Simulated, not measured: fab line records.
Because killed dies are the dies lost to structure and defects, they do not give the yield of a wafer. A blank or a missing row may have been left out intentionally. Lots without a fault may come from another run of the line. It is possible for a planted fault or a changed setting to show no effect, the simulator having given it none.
Chamber matching | flow gf180mcu | GF_V4_CVD_02 on pecvd-02: 3 sister chambers
The step deposits SiO2 from TEOS, target thk 850 nm, time 94.851 s. 6 wafers are shown with their chamber, then 11 later ones without.

WAFERS PAIRED WITH THEIR CHAMBERS
wafer  | chamber | heaterPowerW (W)
L083.6 | 1       | 392
L086.1 | 1       | 368
L087.1 | 2       | 532
L087.2 | 0       | 512
L087.6 | 2       | 585
L088.1 | 0       | 501

WAFERS MISSING THEIR CHAMBER
wafer  | heaterPowerW (W)
L088.2 | 529
L088.5 | 551
L089.2 | 582
L089.5 | 580
L089.6 | 464
L091.3 | 585
L091.4 | 467
L091.6 | 416
L094.2 | 378
L094.4 | 565
L094.6 | 416

WHICH CHAMBER EACH ONE RAN IN
wafer  | from the rows above     | in truth
L088.2 | can't be placed: 0 or 2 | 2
L088.5 | can't be placed: 2 or 0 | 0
L089.2 | 2                       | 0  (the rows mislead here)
L089.5 | 2                       | 2
L089.6 | can't be placed: 0 or 1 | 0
L091.3 | 2                       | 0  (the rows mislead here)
L091.4 | can't be placed: 0 or 1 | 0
L091.6 | 1                       | 1
L094.2 | 1                       | 1
L094.4 | 2                       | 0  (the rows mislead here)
L094.6 | 1                       | 1
Correctly placed: 4 of 11. Cannot be placed on the basis of these rows: 4; the candidates contain the true chamber in 4. 3 placed wrongly.
How it was worked out, from the rows above alone: a wafer's distance from a chamber is the root of the sum, over the readings, of the square of ((its reading less the chamber's mean) divided by the reading's scatter). The wafer belongs to the nearest chamber; if the next one is less than 2 further off, it can't be placed. Each chamber's mean is taken over the wafers shown for it. How the scatter is found: for the shown wafers, subtract from each reading the mean of its chamber, square and add these, divide the total by (wafers less chambers), then take the root.
